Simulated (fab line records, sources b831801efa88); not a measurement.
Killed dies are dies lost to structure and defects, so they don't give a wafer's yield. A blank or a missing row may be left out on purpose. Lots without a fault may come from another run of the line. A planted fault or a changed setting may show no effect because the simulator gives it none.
Which tool did it? | flow sky130 | 11 lots, 33 wafers sampled, at 4 steps of a route of 708

WHAT THE GAUGES READ, wafer by wafer
SKY_CONTACT_THK_MEAS_03.
lot  | measured     | on            | CONTACT_HDPCVD_THK (nm)
L722 | day 30 06:33 | film_metro-02 | 564 561 572
L723 | day 31 03:45 | film_metro-01 | 567 563 562
L725 | day 32 00:19 | film_metro-03 | 559 566 568
L733 | day 34 10:44 | film_metro-01 | 575 573 682
L734 | day 34 17:11 | film_metro-01 | 564 566 565
L735 | day 35 04:56 | film_metro-03 | 570 679 574
L736 | day 36 06:17 | film_metro-02 | 566 567 558
L737 | day 36 11:11 | film_metro-01 | 557 549 551
L738 | day 36 19:06 | film_metro-03 | 572 568 569
L740 | day 37 15:19 | film_metro-03 | 561 557 563
L743 | day 39 07:25 | film_metro-02 | 564 575 562

WHICH TOOL RAN EACH LOT (tool, then ch and the chambers of the sampled wafers, then the start)
lot  | SKY_LI_CONTACT_CMP_02         | SKY_LI_CONTACT_ETCH_14             | SKY_CONTACT_HDPCVD_02
L722 | cmp-02 ch 1,2,3, day 27 20:53 | rie_diel-01 ch 0,2, day 29 00:27   | hdpcvd-01 ch 0,1,2, day 30 06:28
L723 | cmp-01 ch 1,3, day 28 16:52   | rie_diel-01 ch 1,2, day 29 20:58   | hdpcvd-02 ch 0,1, day 31 03:41
L725 | cmp-01 ch 0,3, day 29 14:38   | rie_diel-04 ch 0,1,3, day 30 18:57 | hdpcvd-01 ch 0,2, day 32 00:15
L733 | cmp-01 ch 0,1,3, day 32 03:11 | rie_diel-01 ch 0,2,3, day 33 06:04 | hdpcvd-02 ch 0,1, day 34 10:39
L734 | cmp-02 ch 1,3, day 32 09:51   | rie_diel-01 ch 0,3, day 33 12:27   | hdpcvd-01 ch 1,2, day 34 17:06
L735 | cmp-01 ch 0,2,3, day 32 20:55 | rie_diel-01 ch 0,2,3, day 33 23:52 | hdpcvd-02 ch 0,1,2, day 35 04:52
L736 | cmp-02 ch 0,3, day 33 23:34   | rie_diel-01 ch 2,3, day 35 02:32   | hdpcvd-01 ch 0,1, day 36 06:13
L737 | cmp-02 ch 0,2,3, day 34 02:48 | rie_diel-02 ch 0,2,3, day 35 05:58 | hdpcvd-01 ch 0,1,2, day 36 11:07
L738 | cmp-02 ch 1,2,3, day 34 11:53 | rie_diel-02 ch 0,2,3, day 35 15:04 | hdpcvd-01 ch 0,1, day 36 19:01
L740 | cmp-01 ch 0,2,3, day 35 07:18 | rie_diel-02 ch 0,1,2, day 36 10:22 | hdpcvd-01 ch 0,1,2, day 37 15:14
L743 | cmp-02 ch 1,2,3, day 37 00:33 | rie_diel-04 ch 0,1,3, day 38 03:16 | hdpcvd-02 ch 0,2, day 39 07:20
- SKY_LI_CONTACT_CMP_02: polishes PSG.
- SKY_LI_CONTACT_ETCH_14: etches BARC in N2/H2, stops on SiO2, time 45.9 s, target depth 60 nm.
- SKY_CONTACT_HDPCVD_02: deposits SiO2, target thk 565 nm, time 94.2 s.

THE ANSWER, worked out from the rows above alone
Rule: what is usual is taken from the lots themselves. Put in order of their means at a reading, lots are off if they are a third of the lots or fewer, leave a main group of 4 or more, and stand apart from it by a gap of 3 or more times the standard deviation of the main group's means; of several such gaps the widest counts. A main group whose means are all the same, to the digits that the tables above print for the reading, isn't used. A lot without any number at a reading at which 4 lots or more have one is off too. The other lots that the step has rows for count as sound.
Off: L733, L735, at SKY_CONTACT_THK_MEAS_03 (CONTACT_HDPCVD_THK). The main group: mean 564 nm, standard deviation 4.6.
A tool fits if, at a process step before that reading, it ran every lot that is off, and no sound lot after the first of them. The gauges at SKY_CONTACT_THK_MEAS_03 are tried like those tools. None of those tried fits.

WHAT THE SIMULATOR HAD PUT IN
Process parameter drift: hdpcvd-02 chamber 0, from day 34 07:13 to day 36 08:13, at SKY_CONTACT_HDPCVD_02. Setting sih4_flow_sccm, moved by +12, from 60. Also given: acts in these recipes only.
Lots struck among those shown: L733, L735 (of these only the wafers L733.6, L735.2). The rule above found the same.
